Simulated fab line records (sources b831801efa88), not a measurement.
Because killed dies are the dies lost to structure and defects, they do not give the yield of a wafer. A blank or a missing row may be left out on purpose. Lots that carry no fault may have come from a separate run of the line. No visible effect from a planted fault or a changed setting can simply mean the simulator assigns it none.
Split-lot trial -- flow sfq-line -- 16 wafers read across 5 lots, on a route 325 steps long

## ABOUT THE SPLIT
At SFQ_TRILAYER_M3_ETCH_METAL_ETCH_078 (etches Nb in Cl2/Ar, stops on SiO2, target depth 240 nm, time 120 s), the setting icp-w was moved away from the recipe's 600 W on 3 of the 16 wafers read, by -8.1% to -3.8%. The other wafers ran this setting at the recipe's value.

Reading taken at the split's own step.

## THE READING
KrF_of_TRILAYER_M3_LITHO_COAT_075.thk-nm (the simulator's own value, which no gauge read), in nm, at SFQ_TRILAYER_M3_ETCH_METAL_ETCH_078 (etches Nb in Cl2/Ar, stops on SiO2, target depth 240 nm, time 120 s). The file does not state a usual value for it. The 13 wafers here that ran the recipe average 380.7 nm, standard deviation 2.1 nm.

wafer,"tool, chamber at the split","icp-w as run, W",against the recipe,"KrF_of_TRILAYER_M3_LITHO_COAT_075.thk-nm, nm",against lot-mates on the recipe
L074.1,"rie-metal-02, 1",600,recipe,377.6,-
L074.4,"rie-metal-02, 1",600,recipe,379.1,-
L078.1,"rie-metal-04, 1",600,recipe,382.2,-
L078.3,"rie-metal-04, 1",600,recipe,379.8,-
L078.4,"rie-metal-04, 0",600,recipe,378.8,-
L081.1,"rie-metal-02, 0",577.2,-3.8%,384.9,+5.8
L081.3,"rie-metal-02, 0",600,recipe,378.8,-
L081.5,"rie-metal-02, 0",600,recipe,379.4,-
L082.3,"rie-metal-02, 1",600,recipe,385.5,-
L082.4,"rie-metal-02, 0",600,recipe,380.3,-
L082.6,"rie-metal-02, 0",600,recipe,381.3,-
L083.1,"rie-metal-01, 0",600,recipe,382.6,-
L083.3,"rie-metal-01, 0",551.2,-8.1%,392.2,+9.9
L083.4,"rie-metal-01, 1",600,recipe,382,-
L083.5,"rie-metal-01, 1",551.2,-8.1%,390.6,+8.3
L083.6,"rie-metal-01, 0",600,recipe,382.3,-

FIT RESULTS
A straight line over all 16 wafers: KrF_of_TRILAYER_M3_LITHO_COAT_075.thk-nm changes by -1.29 nm for each +1% of icp-w; r = -0.88; the points scatter about the line by 2 nm.
The same after taking each lot's own level away (the mean of its wafers on the recipe; 16 wafers): -1.15 nm for each +1%; r = -0.93; scatter 1.4 nm.
On that fit, the largest move of icp-w shifts the reading by 9.4 nm.
Measured against the standard deviation above, the lots' own levels, which go from 378.35 to 382.37 nm, span 1.9 times it.
Thus the slope moves with the lot-to-lot level: the two fits are different.
Check: for one of the wafers moved furthest among these (-8.1%), held out of the fit, the line's prediction against its lot-mates is +9.02 nm. Against them it came out at +9.9 nm.
Tool readings at the split's step, against how far the setting was moved: oes-product-au r = +0.03.

## THESE WAFERS: OTHER SPLITS
Before the reading, these wafers also passed through other splits. Each is held against what the fit with the lots' levels taken away leaves over:
other split on the same wafers,wafers away from the commonest value,r with KrF_of_TRILAYER_M3_LITHO_COAT_075.thk-nm (lot level and that fit taken away)
SFQ_TRILAYER_I2_VIA_LITHO_COAT_072 spin-rpm,3,+0.04
SFQ_TRILAYER_M3_DEP_SPUTTER_073 time-s,0,-
SFQ_TRILAYER_M3_LITHO_EXPOSE_076 dose-mj,3,-0.04

## THE FILE'S OWN FIT
KrF_of_TRILAYER_M3_LITHO_COAT_075.thk-nm changes by -1.16 nm for each +1% of icp-w, r = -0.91.
